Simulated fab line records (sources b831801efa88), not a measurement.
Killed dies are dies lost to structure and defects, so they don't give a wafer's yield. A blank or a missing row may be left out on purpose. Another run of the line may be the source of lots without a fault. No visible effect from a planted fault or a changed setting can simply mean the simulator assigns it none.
The tool behind it: which one? / flow sky130 / 11 lots with 33 wafers sampled at 3 steps, on a route of 708 steps

## WHAT EACH GAUGE READ, for each wafer
SKY_GATE_OXIDE_THK_MEAS_02.
lot=L620; measured=day 13 18:20; on=film_metro-03; GATE_OXIDE_OXIDATION_00_THK (nm)=8.25 8.26 8.37
lot=L621; measured=day 13 18:21; on=film_metro-01; GATE_OXIDE_OXIDATION_00_THK (nm)=7.86 8.07 7.94
lot=L629; measured=day 16 18:03; on=film_metro-03; GATE_OXIDE_OXIDATION_00_THK (nm)=10.28 10.07 10.23
lot=L630; measured=day 17 01:17; on=film_metro-02; GATE_OXIDE_OXIDATION_00_THK (nm)=10.55 10.31 10.42
lot=L631; measured=day 17 19:41; on=film_metro-01; GATE_OXIDE_OXIDATION_00_THK (nm)=10.52 10.43 10.48
lot=L632; measured=day 18 03:45; on=film_metro-03; GATE_OXIDE_OXIDATION_00_THK (nm)=10.18 10.29 10.20
lot=L633; measured=day 18 06:25; on=film_metro-03; GATE_OXIDE_OXIDATION_00_THK (nm)=10.11 10.07 10.18
lot=L635; measured=day 18 15:54; on=film_metro-02; GATE_OXIDE_OXIDATION_00_THK (nm)=10.12 9.91 10.01
lot=L638; measured=day 19 22:15; on=film_metro-01; GATE_OXIDE_OXIDATION_00_THK (nm)=9.92 10.16 10.00
lot=L639; measured=day 20 08:33; on=film_metro-03; GATE_OXIDE_OXIDATION_00_THK (nm)=10.19 10.27 10.28
lot=L640; measured=day 20 13:44; on=film_metro-03; GATE_OXIDE_OXIDATION_00_THK (nm)=10.28 10.31 10.33

SKY_METAL3_CD_MEAS_13: target cd 300 nm.
lot=L620; measured=day 39 10:27; on=cd_sem-01; cd_nm (nm)=298.5 297.9 299.4
lot=L621; measured=day 39 08:28; on=cd_sem-02; cd_nm (nm)=299.9 299.8 300.0
lot=L629; measured=day 41 20:48; on=cd_sem-02; cd_nm (nm)=300.5 300.9 299.7
lot=L630; measured=day 42 07:42; on=cd_sem-02; cd_nm (nm)=300.7 299.6 301.0
lot=L631; measured=day 42 17:10; on=cd_sem-02; cd_nm (nm)=301.6 301.4 302.5
lot=L632; measured=day 43 02:32; on=cd_sem-01; cd_nm (nm)=298.1 299.3 299.5
lot=L633; measured=day 43 03:56; on=cd_sem-01; cd_nm (nm)=299.4 297.8 296.8
lot=L635; measured=day 43 17:15; on=cd_sem-02; cd_nm (nm)=298.5 297.1 297.9
lot=L638; measured=day 44 10:40; on=cd_sem-01; cd_nm (nm)=299.5 299.1 300.3
lot=L639; measured=day 44 16:35; on=cd_sem-01; cd_nm (nm)=300.7 299.8 300.2
lot=L640; measured=day 44 18:06; on=cd_sem-02; cd_nm (nm)=300.7 300.3 298.4

## WHICH TOOL RAN EACH LOT (tool, then ch and the chambers of the sampled wafers, then the start)
lot=L620; SKY_GATE_OXIDE_OXIDATION_01=furnace-02 ch 0, day 13 16:56
lot=L621; SKY_GATE_OXIDE_OXIDATION_01=furnace-02 ch 0, day 13 16:56
lot=L629; SKY_GATE_OXIDE_OXIDATION_01=furnace-01 ch 0, day 16 16:38
lot=L630; SKY_GATE_OXIDE_OXIDATION_01=furnace-01 ch 0, day 16 23:52
lot=L631; SKY_GATE_OXIDE_OXIDATION_01=furnace-02 ch 0, day 17 18:16
lot=L632; SKY_GATE_OXIDE_OXIDATION_01=furnace-02 ch 0, day 18 02:19
lot=L633; SKY_GATE_OXIDE_OXIDATION_01=furnace-02 ch 0, day 18 04:59
lot=L635; SKY_GATE_OXIDE_OXIDATION_01=furnace-02 ch 0, day 18 14:29
lot=L638; SKY_GATE_OXIDE_OXIDATION_01=furnace-02 ch 0, day 19 20:49
lot=L639; SKY_GATE_OXIDE_OXIDATION_01=furnace-01 ch 0, day 20 07:07
lot=L640; SKY_GATE_OXIDE_OXIDATION_01=furnace-02 ch 0, day 20 12:19
- SKY_GATE_OXIDE_OXIDATION_01: stabilise 600 s, purge 300 s, target thk 10.268 nm.

## WHAT THE TOOLS THEMSELVES READ (means of the sampled wafers that have a number; where no wafer has one, the mark that the record gives instead)
SKY_GATE_OXIDE_OXIDATION_01.
lot=L620; tool=furnace-02; spike_tc_bottom_C (C)=897.9; spike_tc_centre_C (C)=878.0; spike_tc_lower_C (C)=877.9; spike_tc_top_C (C)=888.6; spike_tc_upper_C (C)=878.2; tube_center_temp_C (C)=878; tube_center_temp_C_max=880.1; zone_power_bottom_pct (%)=25.2; zone_power_centre_pct (%)=17.26
lot=L621; tool=furnace-02; spike_tc_bottom_C (C)=896.9; spike_tc_centre_C (C)=877.7; spike_tc_lower_C (C)=877.7; spike_tc_top_C (C)=888.0; spike_tc_upper_C (C)=879.0; tube_center_temp_C (C)=878; tube_center_temp_C_max=879.9; zone_power_bottom_pct (%)=25.1; zone_power_centre_pct (%)=17.29
lot=L629; tool=furnace-01; spike_tc_bottom_C (C)=918.9; spike_tc_centre_C (C)=899.6; spike_tc_lower_C (C)=902.9; spike_tc_top_C (C)=911.0; spike_tc_upper_C (C)=899.6; tube_center_temp_C (C)=900; tube_center_temp_C_max=902.2; zone_power_bottom_pct (%)=27.7; zone_power_centre_pct (%)=18.06
lot=L630; tool=furnace-01; spike_tc_bottom_C (C)=918.3; spike_tc_centre_C (C)=901.2; spike_tc_lower_C (C)=904.0; spike_tc_top_C (C)=911.2; spike_tc_upper_C (C)=899.3; tube_center_temp_C (C)=900; tube_center_temp_C_max=902.1; zone_power_bottom_pct (%)=27.5; zone_power_centre_pct (%)=17.97
lot=L631; tool=furnace-02; spike_tc_bottom_C (C)=919.7; spike_tc_centre_C (C)=899.9; spike_tc_lower_C (C)=899.9; spike_tc_top_C (C)=911.1; spike_tc_upper_C (C)=900.1; tube_center_temp_C (C)=900; tube_center_temp_C_max=902.3; zone_power_bottom_pct (%)=26.2; zone_power_centre_pct (%)=18.03
lot=L632; tool=furnace-02; spike_tc_bottom_C (C)=919.5; spike_tc_centre_C (C)=900.4; spike_tc_lower_C (C)=899.4; spike_tc_top_C (C)=910.0; spike_tc_upper_C (C)=900.1; tube_center_temp_C (C)=900; tube_center_temp_C_max=902.5; zone_power_bottom_pct (%)=26.4; zone_power_centre_pct (%)=18.12
lot=L633; tool=furnace-02; spike_tc_bottom_C (C)=919.5; spike_tc_centre_C (C)=900.4; spike_tc_lower_C (C)=899.9; spike_tc_top_C (C)=909.8; spike_tc_upper_C (C)=899.7; tube_center_temp_C (C)=900; tube_center_temp_C_max=902.3; zone_power_bottom_pct (%)=26.4; zone_power_centre_pct (%)=18.00
lot=L635; tool=furnace-02; spike_tc_bottom_C (C)=918.8; spike_tc_centre_C (C)=900.4; spike_tc_lower_C (C)=899.4; spike_tc_top_C (C)=910.4; spike_tc_upper_C (C)=900.0; tube_center_temp_C (C)=900; tube_center_temp_C_max=902.3; zone_power_bottom_pct (%)=26.4; zone_power_centre_pct (%)=18.13
lot=L638; tool=furnace-02; spike_tc_bottom_C (C)=920.0; spike_tc_centre_C (C)=901.9; spike_tc_lower_C (C)=899.5; spike_tc_top_C (C)=909.9; spike_tc_upper_C (C)=900.5; tube_center_temp_C (C)=900; tube_center_temp_C_max=903.0; zone_power_bottom_pct (%)=26.4; zone_power_centre_pct (%)=18.01
lot=L639; tool=furnace-01; spike_tc_bottom_C (C)=919.1; spike_tc_centre_C (C)=900.6; spike_tc_lower_C (C)=903.7; spike_tc_top_C (C)=910.7; spike_tc_upper_C (C)=898.8; tube_center_temp_C (C)=900; tube_center_temp_C_max=902.3; zone_power_bottom_pct (%)=27.5; zone_power_centre_pct (%)=18.16
lot=L640; tool=furnace-02; spike_tc_bottom_C (C)=920.1; spike_tc_centre_C (C)=900.6; spike_tc_lower_C (C)=900.3; spike_tc_top_C (C)=909.8; spike_tc_upper_C (C)=900.5; tube_center_temp_C (C)=900; tube_center_temp_C_max=902.3; zone_power_bottom_pct (%)=26.2; zone_power_centre_pct (%)=18.16

## THE ANSWER, worked out from the rows above alone
Rule: the lots themselves supply what counts as usual. The widest of any qualifying gaps counts: lots, ordered by their means at a reading, are off when they make up no more than a third of the lots, leave a main group of 4 or more, and stand apart from it by 3 or more times the standard deviation of that group's means. If all means in a main group match to the digits the tables above print for the reading, that group is not used. Also off: a lot with no number at a reading for which 4 or more lots have one. The other lots that the step has rows for count as sound. The gauges are gone through in route order, then the tools' own readings, and for those a lot's mean is taken as printed above. The first step at which some lot is off is used, and at that step the reading that is off furthest; a lot without a number counts as furthest.
Off: at SKY_GATE_OXIDE_THK_MEAS_02 (GATE_OXIDE_OXIDATION_00_THK), L620, L621. Mean 10.23 nm and standard deviation 0.15 in the main group.
If a tool, at a process step before that reading, ran all the lots that are off and no sound lot after the first of them, it fits. The gauges at SKY_GATE_OXIDE_THK_MEAS_02 aren't tried: what is off there is off at SKY_GATE_OXIDE_OXIDATION_01 too, on other tools, and a gauge's error can't cause that. No candidate that was tried fits.

## WHAT THE SIMULATOR PUT IN
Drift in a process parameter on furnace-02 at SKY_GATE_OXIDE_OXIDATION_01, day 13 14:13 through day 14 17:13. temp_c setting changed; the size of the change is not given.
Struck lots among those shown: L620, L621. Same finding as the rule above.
